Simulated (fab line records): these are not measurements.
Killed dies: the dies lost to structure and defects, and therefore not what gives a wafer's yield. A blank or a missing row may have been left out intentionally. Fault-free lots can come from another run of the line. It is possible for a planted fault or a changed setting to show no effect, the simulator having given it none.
fab line records ; flow sky130
[record] lots = 10; wafers = 30; last-day = 50
route steps=708 shown LDD_P@262 SD_P@329 RES_XHIGH@340
lots that met no fault: taken from a fault-free run of the same line
start-h: the number of hours between the record's first day and the start of the first shown wafer of the lot ; wait-h: hours elapsed since this lot's preceding step ; " same as the row above ; L1.1+2: several wafers, shown together as one row ; - value missing, or start not given ; * or withheld: withheld ; < > ~ a bound
route shown NAME@n: a module of which the file shows steps, and the number in the route of the first ; usual: mean/standard deviation taken from wafers without a fault ; same: alike in all rows ; chamber/n: place in a boat ; sites: per-site readings ; _std_site: the values' standard deviation ; _edge_site: mean of outer sites minus mean of inner sites ; radius-mm: for every site, how far away it sits from the centre of the wafer ; mask NAME#n: copy n ; behind: tool/chamber where the wafer was last shaped ; hold: what put the lot on hold/how long, in hours/how the hold closed ; device: whichever transistor did not switch (one of n, p or np) ; end of line: at the end of the route, the tests of the same wafers ; a step given without rows: its recipe and nothing more ; killed: dies that structure and defects cost at the first sort, which is not the same as the wafer's yield ; map: a wafer's dies, x killed, . not, _ none there
set.NAME: the setting the step ran with; set.NAME@STEP: the setting that earlier step ran with ; model.NAME: the simulator's own value behind a step, which no gauge read
a sample of lots followed through the steps of the route, with each step as a table and each wafer as a row
services: from which hour (start-h, from the record's first day; less than 0 if before it) a tool's chamber was out of use, for how many hours, and why
[[steps]]
[step SKY_LDD_P_CD_MEAS_07]
[recipe] target-cd-nm = 380
[usual] cd-nm = 380.4/2.2
lot.wafer;tool;chamber;start-h;wait-h;cd-nm
L826.1;cd-sem-01;-;429.12;0.1;380.7
L826.4;cd-sem-01;-;429.12;0.1;380.3
L826.5;cd-sem-01;-;429.12;0.1;380.7
L833.1;cd-sem-01;-;500.23;0.1;380.9
L833.4;cd-sem-01;-;500.23;0.1;381.1
L833.6;cd-sem-01;-;500.23;0.1;380.8
L834.2;cd-sem-02;-;506.24;0.1;381.2
L834.3;cd-sem-02;-;506.24;0.1;383.6
L834.5;cd-sem-02;-;506.24;0.1;384.3
L836.1;cd-sem-01;-;524.33;0.1;379.1
L836.2;cd-sem-01;-;524.33;0.1;378.4
L836.6;cd-sem-01;-;524.33;0.1;379.6
L841.1;cd-sem-01;-;568.43;0.1;383.0
L841.3;cd-sem-01;-;568.43;0.1;381.6
L841.5;cd-sem-01;-;568.43;0.1;382.7
L844.1;cd-sem-01;-;586.61;0.1;382.5
L844.2;cd-sem-01;-;586.61;0.1;380.7
L844.5;cd-sem-01;-;586.61;0.1;383.2
L843.1;cd-sem-02;-;587.07;0.1;380.4
L843.3;cd-sem-02;-;587.07;0.1;382.5
L843.5;cd-sem-02;-;587.07;0.1;378.0
L845.2;cd-sem-02;-;591.95;0.1;378.4
L845.3;cd-sem-02;-;591.95;0.1;377.7
L845.6;cd-sem-02;-;591.95;0.1;378.9
L847.2;cd-sem-02;-;622.45;0.1;380.8
L847.3;cd-sem-02;-;622.45;0.1;380.6
L847.6;cd-sem-02;-;622.45;0.1;380.5
L849.2;cd-sem-01;-;639.45;0.1;378.8
L849.3;cd-sem-01;-;639.45;0.1;378.1
L849.4;cd-sem-01;-;639.45;0.1;377.0
[step SKY_SD_P_IMPLANT_09]
[recipe] species = BF2; energy-kev = 20; dose-cm2 = 3e+15; tilt-deg = 0
[usual] beam-on-s = 13.8/0.38; dose-ions-cm2 = 3.0008e+15/2.9e+12; faraday-current-uA = 11867/330
lot.wafer;tool;chamber;start-h;wait-h;beam-on-s;dose-ions-cm2;faraday-current-uA
L826.1;implanter-02;0;581.73;0.0;14.0;2.9979e+15;11700
L826.4;implanter-02;0;581.73;0.0;13.9;3.0024e+15;11827
L826.5;implanter-02;0;581.73;0.0;13.9;2.9992e+15;11759
L833.1;implanter-02;0;651.83;0.0;9.8;1.9977e+15;11173
L833.4;implanter-02;0;651.83;0.0;9.7;2.0017e+15;11247
L833.6;implanter-02;0;651.83;0.0;9.8;1.9945e+15;11066
L834.2;implanter-02;0;657.74;0.0;9.9;1.9965e+15;11044
L834.3;implanter-02;0;657.74;0.0;10.3;1.9963e+15;10557
L834.5;implanter-02;0;657.74;0.0;10.0;1.9986e+15;10892
L836.1;implanter-02;0;674.11;0.0;10.0;1.9986e+15;10916
L836.2;implanter-02;0;674.11;0.0;10.3;2.0006e+15;10642
L836.6;implanter-02;0;674.11;0.0;10.2;1.999e+15;10755
L841.1;implanter-04;0;714.21;0.0;14.0;3.0061e+15;11667
L841.3;implanter-04;0;714.21;0.0;13.6;3.0012e+15;12031
L841.5;implanter-04;0;714.21;0.0;14.2;2.9997e+15;11541
L844.1;implanter-02;0;731.91;0.0;13.5;2.9955e+15;12172
L844.2;implanter-02;0;731.91;0.0;14.3;2.9976e+15;11425
L844.5;implanter-02;0;731.91;0.0;14.1;3e+15;11617
L843.1;implanter-02;0;732.56;0.0;14.3;3.0031e+15;11457
L843.3;implanter-02;0;732.56;0.0;14.2;2.9992e+15;11507
L843.5;implanter-02;0;732.56;0.0;13.6;2.9987e+15;12011
L845.2;implanter-04;0;735.45;0.0;13.3;2.9998e+15;12210
L845.3;implanter-04;0;735.45;0.0;13.8;2.9954e+15;11857
L845.6;implanter-04;0;735.45;0.0;14.1;3.0023e+15;11612
L847.2;implanter-02;0;764.60;0.0;14.0;3.0041e+15;11738
L847.3;implanter-02;0;764.60;0.0;13.6;3.0003e+15;12080
L847.6;implanter-02;0;764.60;0.0;13.4;3.0053e+15;12204
L849.2;implanter-04;0;780.14;0.0;13.8;3.0044e+15;11894
L849.3;implanter-04;0;780.14;0.0;14.4;3.0043e+15;11432
L849.4;implanter-04;0;780.14;0.0;14.4;3.0058e+15;11396
[step SKY_SD_P_STRIP_10]
[recipe] chemistry = O2/N2; power-w = 1400; pressure-mtorr = 1500; platen-temp-c = withheld; o2-flow-sccm = 3000; n2-flow-sccm = 300; overash-fraction = 0.5
[usual] chamber-pressure-mTorr = 1499.7/1.2; drypump-motor-current-A = 5.7/0.5; oes-product-au = 0.618/0.0045; strip-time-to-endpoint-s = 17.49/0.04
lot.wafer;tool;chamber;start-h;wait-h;chamber-pressure-mTorr;drypump-motor-current-A;oes-product-au;rf-hours-counter-h;strip-time-to-endpoint-s
L826.1;plasma-asher-02;1;581.88;0.1;1499.0;5.6;0.612;15;17.50
L826.4;plasma-asher-02;1;581.88;0.1;1498.4;5.6;0.619;-;17.52
L826.5;plasma-asher-02;1;581.88;0.1;1498.1;5.5;0.614;-;17.55
L833.1;plasma-asher-02;1;651.98;0.1;1501.8;5.6;0.631;23;16.81
L833.4;plasma-asher-02;0;651.98;0.1;1499.9;6.3;0.635;-;16.82
L833.6;plasma-asher-02;0;651.98;0.1;1500.1;6.4;0.627;-;16.78
L834.2;plasma-asher-04;1;657.86;0.1;1501.6;4.7;0.636;54;16.81
L834.3;plasma-asher-04;1;657.86;0.1;1499.1;4.7;0.638;-;16.81
L834.5;plasma-asher-04;1;657.86;0.1;1498.7;4.7;0.640;-;16.77
L836.1;plasma-asher-03;0;674.26;0.1;1498.6;5.5;0.641;82;16.70
L836.2;plasma-asher-03;1;674.26;0.1;1498.7;5.3;0.626;82;16.64
L836.6;plasma-asher-03;1;674.26;0.1;1499.5;5.3;0.637;-;16.61
L841.1;plasma-asher-02;1;714.36;0.1;1496.3;5.6;0.617;29;17.55
L841.3;plasma-asher-02;1;714.36;0.1;1501.7;5.6;0.615;-;17.49
L841.5;plasma-asher-02;0;714.36;0.1;1500.8;6.2;0.610;-;17.48
L844.1;plasma-asher-04;1;732.06;0.1;1500.2;4.7;0.622;61;17.46
L844.2;plasma-asher-04;0;732.06;0.1;1500.4;5.9;0.617;61;17.53
L844.5;plasma-asher-04;1;732.06;0.1;1499.4;4.7;0.616;-;17.43
L843.1;plasma-asher-04;0;732.71;0.1;1498.0;6.0;0.615;61;17.48
L843.3;plasma-asher-04;1;732.71;0.1;1501.4;4.7;0.618;-;17.45
L843.5;plasma-asher-04;1;732.71;0.1;1498.8;4.7;0.615;-;17.50
L845.2;plasma-asher-02;0;735.58;0.1;1500.5;6.3;0.617;31;17.49
L845.3;plasma-asher-02;0;735.58;0.1;1498.8;6.4;0.617;-;17.50
L845.6;plasma-asher-02;1;735.58;0.1;1499.6;5.6;0.610;-;17.48
L847.2;plasma-asher-02;0;764.73;0.1;1499.6;6.3;0.619;35;17.49
L847.3;plasma-asher-02;1;764.73;0.1;1497.6;5.5;0.616;-;17.44
L847.6;plasma-asher-02;1;764.73;0.1;1499.6;5.6;0.621;-;17.49
L849.2;plasma-asher-02;1;780.26;0.1;1497.2;5.5;0.619;36;17.52
L849.3;plasma-asher-02;0;780.26;0.1;1498.0;6.3;0.624;-;17.50
L849.4;plasma-asher-02;1;780.26;0.1;1500.3;5.5;0.617;-;17.53
[step SKY_SD_P_TW_MEAS_11]
[usual] SD_P_TW = 2827/16
lot.wafer;tool;chamber;start-h;wait-h;SD_P_TW
L826.1;film-metro-01;-;581.98;0.1;2846
L826.4;film-metro-01;-;581.98;0.1;2833
L826.5;film-metro-01;-;581.98;0.1;2831
L833.1;film-metro-04;-;652.08;0.1;2608
L833.4;film-metro-04;-;652.08;0.1;2589
L833.6;film-metro-04;-;652.08;0.1;2582
L834.2;film-metro-03;-;657.97;0.1;2594
L834.3;film-metro-03;-;657.97;0.1;2590
L834.5;film-metro-03;-;657.97;0.1;2594
L836.1;film-metro-01;-;674.36;0.1;2608
L836.2;film-metro-01;-;674.36;0.1;2604
L836.6;film-metro-01;-;674.36;0.1;2592
L841.1;film-metro-04;-;714.46;0.1;2819
L841.3;film-metro-04;-;714.46;0.1;2834
L841.5;film-metro-04;-;714.46;0.1;2832
L844.1;film-metro-01;-;732.16;0.1;2836
L844.2;film-metro-01;-;732.16;0.1;2844
L844.5;film-metro-01;-;732.16;0.1;2837
L843.1;film-metro-01;-;732.81;0.1;2863
L843.3;film-metro-01;-;732.81;0.1;2845
L843.5;film-metro-01;-;732.81;0.1;2852
L845.2;film-metro-01;-;735.69;0.1;2828
L845.3;film-metro-01;-;735.69;0.1;2853
L845.6;film-metro-01;-;735.69;0.1;2837
L847.2;film-metro-03;-;764.84;0.1;2834
L847.3;film-metro-03;-;764.84;0.1;2833
L847.6;film-metro-03;-;764.84;0.1;2835
L849.2;film-metro-04;-;780.37;0.1;2814
L849.3;film-metro-04;-;780.37;0.1;2825
L849.4;film-metro-04;-;780.37;0.1;2817
[step SKY_RES_XHIGH_STRIP_08]
[recipe] chemistry = O2/N2; power-w = 1400; pressure-mtorr = 1500; platen-temp-c = withheld; o2-flow-sccm = 3000; n2-flow-sccm = 300; overash-fraction = 0.5
[usual] chamber-pressure-mTorr = 1500.2/1.2; drypump-motor-current-A = 5.5/0.47; oes-product-au = 0.712/0.0047; strip-time-to-endpoint-s = 14.25/0.045
lot.wafer;tool;chamber;start-h;wait-h;chamber-pressure-mTorr;drypump-motor-current-A;oes-product-au;rf-hours-counter-h;strip-time-to-endpoint-s
L826.1;plasma-asher-02;0;611.73;0.1;1501.2;6.3;0.711;18;14.18
L826.4;plasma-asher-02;0;611.73;0.1;1502.3;6.3;0.715;-;14.22
L826.5;plasma-asher-02;1;611.73;0.1;1501.0;5.6;0.711;-;14.24
L833.1;plasma-asher-02;1;679.42;0.1;1500.2;5.6;0.700;26;14.35
L833.4;plasma-asher-02;1;679.42;0.1;1498.9;5.6;0.719;-;14.30
L833.6;plasma-asher-02;1;679.42;0.1;1498.2;5.6;0.710;-;14.32
L834.2;plasma-asher-01;1;685.92;0.1;1499.3;5.1;0.708;101;14.26
L834.3;plasma-asher-01;0;685.92;0.1;1500.9;4.9;0.713;-;14.27
L834.5;plasma-asher-01;0;685.92;0.1;1499.4;4.9;0.711;-;14.28
L836.1;plasma-asher-02;0;702.43;0.1;1501.7;6.4;0.707;28;14.30
L836.2;plasma-asher-02;1;702.43;0.1;1500.8;5.6;0.721;28;14.32
L836.6;plasma-asher-02;1;702.43;0.1;1498.7;5.5;0.708;-;14.27
L841.1;plasma-asher-03;0;742.08;0.1;1503.1;5.6;0.701;88;14.20
L841.3;plasma-asher-03;0;742.08;0.1;1500.7;5.5;0.711;-;14.19
L841.5;plasma-asher-03;1;742.08;0.1;1498.4;5.3;0.716;-;14.19
L844.1;plasma-asher-02;1;759.48;0.1;1501.3;5.6;0.709;34;14.21
L844.2;plasma-asher-02;0;759.48;0.1;1499.1;6.3;0.709;34;14.21
L844.5;plasma-asher-02;0;759.48;0.1;1500.6;6.3;0.717;-;14.20
L843.1;plasma-asher-02;1;759.87;0.1;1500.1;5.6;0.709;34;14.24
L843.3;plasma-asher-02;0;759.87;0.1;1499.2;6.3;0.710;-;14.23
L843.5;plasma-asher-02;0;759.87;0.1;1502.0;6.3;0.711;-;14.27
L845.2;plasma-asher-01;1;763.18;0.1;1501.9;5.1;0.714;2;14.28
L845.3;plasma-asher-01;0;763.18;0.1;1500.0;4.9;0.710;-;14.30
L845.6;plasma-asher-01;1;763.18;0.1;1501.9;5.1;0.723;-;14.29
L847.2;plasma-asher-02;1;792.12;0.1;1500.5;5.6;0.708;37;14.18
L847.3;plasma-asher-02;1;792.12;0.1;1502.4;5.6;0.714;-;14.17
L847.6;plasma-asher-02;1;792.12;0.1;1500.4;5.6;0.717;-;14.19
L849.2;plasma-asher-03;1;807.32;0.1;1499.5;5.3;0.716;95;14.26
L849.3;plasma-asher-03;1;807.32;0.1;1496.4;5.3;0.706;-;14.24
L849.4;plasma-asher-03;0;807.32;0.1;1500.7;5.5;0.717;-;14.26
[step SKY_RES_XHIGH_TW_MEAS_09]
[usual] RES_XHIGH_TW = 1642/7.9
lot.wafer;tool;chamber;start-h;wait-h;RES_XHIGH_TW
L826.1;film-metro-01;-;611.83;0.1;1645
L826.4;film-metro-01;-;611.83;0.1;1650
L826.5;film-metro-01;-;611.83;0.1;1645
L833.1;film-metro-04;-;679.52;0.1;1638
L833.4;film-metro-04;-;679.52;0.1;1629
L833.6;film-metro-04;-;679.52;0.1;1640
L834.2;film-metro-04;-;686.03;0.1;1637
L834.3;film-metro-04;-;686.03;0.1;1638
L834.5;film-metro-04;-;686.03;0.1;1639
L836.1;film-metro-01;-;702.53;0.1;1638
L836.2;film-metro-01;-;702.53;0.1;1647
L836.6;film-metro-01;-;702.53;0.1;1648
L841.1;film-metro-01;-;742.18;0.1;1655
L841.3;film-metro-01;-;742.18;0.1;1646
L841.5;film-metro-01;-;742.18;0.1;1654
L844.1;film-metro-04;-;759.58;0.1;1635
L844.2;film-metro-04;-;759.58;0.1;1647
L844.5;film-metro-04;-;759.58;0.1;1647
L843.1;film-metro-04;-;759.97;0.1;1641
L843.3;film-metro-04;-;759.97;0.1;1642
L843.5;film-metro-04;-;759.97;0.1;1633
L845.2;film-metro-01;-;763.29;0.1;1649
L845.3;film-metro-01;-;763.29;0.1;1641
L845.6;film-metro-01;-;763.29;0.1;1648
L847.2;film-metro-04;-;792.23;0.1;1634
L847.3;film-metro-04;-;792.23;0.1;1637
L847.6;film-metro-04;-;792.23;0.1;1638
L849.2;film-metro-01;-;807.43;0.1;1633
L849.3;film-metro-01;-;807.43;0.1;1632
L849.4;film-metro-01;-;807.43;0.1;1636
[step SKY_SD_N_RS_MEAS_17]
[recipe] thk-meas-gauge = four-point-probe
[usual] SD_P_RS = 147.2/0.35
lot.wafer;tool;chamber;start-h;wait-h;SD_P_RS[ohm/sq]
L826.1;film-metro-01;-;641.87;0.1;147.4
L826.4;film-metro-01;-;641.87;0.1;147.4
L826.5;film-metro-01;-;641.87;0.1;147.7
L833.1;film-metro-03;-;708.63;0.1;153.5
L833.4;film-metro-03;-;708.63;0.1;154.1
L833.6;film-metro-03;-;708.63;0.1;153.9
L834.2;film-metro-01;-;714.74;0.1;154.0
L834.3;film-metro-01;-;714.74;0.1;154.3
L834.5;film-metro-01;-;714.74;0.1;153.6
L836.1;film-metro-01;-;731.29;0.1;154.0
L836.2;film-metro-01;-;731.29;0.1;153.7
L836.6;film-metro-01;-;731.29;0.1;153.9
L841.1;film-metro-04;-;769.95;0.1;147.2
L841.3;film-metro-04;-;769.95;0.1;146.8
L841.5;film-metro-04;-;769.95;0.1;147.2
L844.1;film-metro-01;-;786.67;0.1;147.4
L844.2;film-metro-01;-;786.67;0.1;147.5
L844.5;film-metro-01;-;786.67;0.1;147.3
L843.1;film-metro-04;-;787.08;0.1;147.2
L843.3;film-metro-04;-;787.08;0.1;147.0
L843.5;film-metro-04;-;787.08;0.1;147.0
L845.2;film-metro-01;-;790.83;0.1;146.9
L845.3;film-metro-01;-;790.83;0.1;146.9
L845.6;film-metro-01;-;790.83;0.1;146.3
L847.2;film-metro-01;-;819.89;0.1;146.9
L847.3;film-metro-01;-;819.89;0.1;146.4
L847.6;film-metro-01;-;819.89;0.1;147.2
L849.2;film-metro-04;-;834.71;0.1;146.9
L849.3;film-metro-04;-;834.71;0.1;147.1
L849.4;film-metro-04;-;834.71;0.1;146.8
[[services]]
tool;chamber;start-h;hours;kind
implanter-04;-;573.32;13.5;pm
plasma-asher-01;-;578.85;2.8;pm
plasma-asher-01;-;591.32;3.3;repair
plasma-asher-03;-;601.09;52.7;repair
plasma-asher-03;-;623.90;3.5;repair
plasma-asher-02;-;641.04;1.4;repair
plasma-asher-04;-;695.32;8.7;pm
implanter-04;-;698.53;1.7;repair
plasma-asher-03;-;702.76;7.7;repair
implanter-04;-;731.89;1.6;pm
plasma-asher-01;-;733.75;9.0;pm
plasma-asher-01;0;733.75;9.0;vent-cycle
plasma-asher-01;1;733.75;9.0;vent-cycle
plasma-asher-01;0;742.75;-;clean
plasma-asher-01;1;742.75;-;clean
plasma-asher-01;-;750.62;2.0;repair
plasma-asher-03;-;757.62;2.1;repair
implanter-02;-;766.89;3.9;pm
plasma-asher-03;-;768.43;0.8;repair
implanter-04;-;804.36;6.4;repair
[[key]]
[first-sign] step = SKY_SD_P_IMPLANT_09; reading = dose-ions-cm2; direction = down; sigmas = 99+; usual = *; struck = *
[effect] step = SKY_SD_P_IMPLANT_09; reading = beam-on-s; direction = down; sigmas = 9.9; usual = 13.8; struck = 10.0
[effect] step = SKY_SD_P_STRIP_10; reading = strip-time-to-endpoint-s; direction = down; sigmas = 19; usual = *; struck = *
[effect] step = SKY_SD_P_TW_MEAS_11; reading = SD_P_TW; direction = down; sigmas = 15; usual = 2827; struck = 2596
[effect] step = SKY_SD_N_RS_MEAS_17; reading = SD_P_RS; direction = up; sigmas = 19; usual = 147.2; struck = 153.9
met-at SKY_SD_P_IMPLANT_09
struck-lots L833,L834,L836
tester-left-out L833,L834,L836
not-acting-at SKY_LDD_P_CD_MEAS_07,SKY_RES_XHIGH_STRIP_08,SKY_RES_XHIGH_TW_MEAS_09
onset-between 581.73 651.83
[fault] kind = process-parameter-drift; tool = implanter-02; chamber = -; onset-h = 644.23; steps = SKY_SD_P_IMPLANT_09; channel = dose-cm2; offset = *; shape = step; end-h = 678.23; acts-in = *; stated = *
// tester-left-out: of these lots the tester's yield and bins aren't shown, on N5 and GAA mostly nor the transistor test; their killed dies are dies lost to structure and defects alone, not to doping, threshold or leakage, so they don't give the yield
